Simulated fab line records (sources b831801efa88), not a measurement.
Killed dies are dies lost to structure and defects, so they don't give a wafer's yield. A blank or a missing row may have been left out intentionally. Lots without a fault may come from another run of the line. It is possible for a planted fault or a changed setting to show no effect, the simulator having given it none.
The tool behind it: which one? + flow gf180mcu + 36 wafers from 12 lots sampled at 3 of the route's 602 steps

WHAT THE GAUGES SHOWED, per wafer
GF_VT_IMPLANT_OVL_MEAS_29. Usual: VT_IMPLANT_02_OVL -0.2 nm, standard deviation 1.2.
| lot  | measured     | on         | VT_IMPLANT_02_OVL (nm) | flag |
|------|--------------|------------|------------------------|------|
| L620 | day 6 22:04  | overlay-02 | -1.6 -1.1 -2.5         |      |
| L622 | day 7 10:42  | overlay-01 | -0.3 0.5 -1.1          |      |
| L624 | day 7 21:55  | overlay-02 | 1.0 -1.5 1.8           |      |
| L625 | day 8 03:22  | overlay-02 | -2.0 -1.1 -0.9         |      |
| L627 | day 8 17:32  | overlay-02 | 1.2 -1.1 0.2           |      |
| L629 | day 9 05:40  | overlay-01 | -0.7 0.2 -1.1          |      |
| L630 | day 9 14:17  | overlay-01 | -0.7 -1.9 -1.1         |      |
| L631 | day 9 21:56  | overlay-01 | 1.2 1.9 -1.3           |      |
| L640 | day 12 14:02 | overlay-02 | 2.3 0.0 1.4            |      |
| L639 | day 12 14:30 | overlay-02 | -0.7 -0.3 -2.1         |      |
| L641 | day 12 18:36 | overlay-02 | -2.4 -0.6 -0.9         |      |
| L643 | day 13 06:36 | overlay-02 | 0.3 -1.3 0.4           |      |

GF_HV_LDD_TW_MEAS_23. Usual: HV_LDD_2_TW 1070, standard deviation 13.
| lot  | measured     | on            | HV_LDD_2_TW    | flag |
|------|--------------|---------------|----------------|------|
| L620 | day 10 18:56 | film metro-04 | 1060 1062 1061 |      |
| L622 | day 11 10:44 | film metro-01 | 1061 1057 1057 |      |
| L624 | day 12 02:49 | film metro-04 | 1066 1069 1066 |      |
| L625 | day 12 07:20 | film metro-02 | 1087 1087 1084 |      |
| L627 | day 13 00:22 | film metro-01 | 1056 1055 1058 |      |
| L629 | day 13 13:27 | film metro-02 | 1079 1085 1079 |      |
| L630 | day 14 02:00 | film metro-02 | 1152 1158 1152 | OFF  |
| L631 | day 14 08:21 | film metro-01 | 1118 1118 1119 | OFF  |
| L640 | day 17 10:03 | film metro-04 | 1063 1063 1059 |      |
| L639 | day 17 13:43 | film metro-04 | 1067 1066 1060 |      |
| L641 | day 17 15:40 | film metro-02 | 1082 1080 1080 |      |
| L643 | day 18 07:47 | film metro-02 | 1080 1080 1083 |      |

TOOL THAT RAN EACH LOT (tool first, then ch and the chambers of the sampled wafers, then the start)
| lot  | GF_HV_LDD_IMPLANT_21            |
|------|---------------------------------|
| L620 | implanter-01 ch 0, day 10 18:42 |
| L622 | implanter-01 ch 0, day 11 10:30 |
| L624 | implanter-03 ch 0, day 12 02:36 |
| L625 | implanter-02 ch 0, day 12 07:05 |
| L627 | implanter-02 ch 0, day 13 00:09 |
| L629 | implanter-03 ch 0, day 13 13:12 |
| L630 | implanter-02 ch 0, day 14 01:45 |
| L631 | implanter-02 ch 0, day 14 08:06 |
| L640 | implanter-02 ch 0, day 17 09:48 |
| L639 | implanter-02 ch 0, day 17 13:28 |
| L641 | implanter-03 ch 0, day 17 15:27 |
| L643 | implanter-03 ch 0, day 18 07:32 |
- GF_HV_LDD_IMPLANT_21

AS READ BY THE TOOLS THEMSELVES (means over the sampled wafers that have a number; for cases with no such wafer, the mark the record gives instead)
GF_HV_LDD_IMPLANT_21. Usual: beam energy keV 25.001, standard deviation 0.0084; dose ions cm2 5.001e+13, standard deviation 4.9e+10; end station pressure torr 5.23e-06 Torr, standard deviation 2.7e-07.
| lot  | tool         | beam energy keV | dose ions cm2 | end station pressure torr (Torr) | flag |
|------|--------------|-----------------|---------------|----------------------------------|------|
| L620 | implanter-01 | 25.007          | 5.008e+13     | 5.18e-06                         |      |
| L622 | implanter-01 | 25.008          | 5.004e+13     | 5.23e-06                         |      |
| L624 | implanter-03 | 24.995          | 5.003e+13     | 5.37e-06                         |      |
| L625 | implanter-02 | 25.003          | 5.001e+13     | 5.09e-06                         |      |
| L627 | implanter-02 | 25.007          | 4.995e+13     | 4.73e-06                         |      |
| L629 | implanter-03 | 24.992          | 4.999e+13     | 5.22e-06                         |      |
| L630 | implanter-02 | 31.050          | 4.999e+13     | 5.28e-06                         | OFF  |
| L631 | implanter-02 | 31.041          | 5.002e+13     | 5.17e-06                         | OFF  |
| L640 | implanter-02 | 24.994          | 5.003e+13     | 4.87e-06                         |      |
| L639 | implanter-02 | 25.000          | 4.994e+13     | 5.31e-06                         |      |
| L641 | implanter-03 | 24.999          | 4.996e+13     | 5.31e-06                         |      |
| L643 | implanter-03 | 25.002          | 5.001e+13     | 5.01e-06                         |      |

THE ANSWER, worked out from the rows above alone
Rule: a lot counts as off when the mean over its wafers that have a number is more than 3 standard deviations away from the usual mean. Also off: a lot with no number at a reading for which 4 or more lots have one. Any other lot the step has rows for is counted as sound. Order of review: gauges by route order, followed by the tools' own readings, for which a lot's mean as printed above is used. The first step at which some lot is off is used, and at that step the reading that is off furthest; a lot without a number counts as furthest.
Off: at GF_HV_LDD_TW_MEAS_23 (HV_LDD_2_TW), L630, L631.
A tool fits if, at a process step before that reading, it ran every lot that is off, and no sound lot after the first of them. The gauges at GF_HV_LDD_TW_MEAS_23 aren't tried: what is off there is off at GF_HV_LDD_IMPLANT_21 too, on other tools, and a gauge's error can't cause that. Not one of the candidates tried fits.

WHAT WAS PUT IN BY THE SIMULATOR
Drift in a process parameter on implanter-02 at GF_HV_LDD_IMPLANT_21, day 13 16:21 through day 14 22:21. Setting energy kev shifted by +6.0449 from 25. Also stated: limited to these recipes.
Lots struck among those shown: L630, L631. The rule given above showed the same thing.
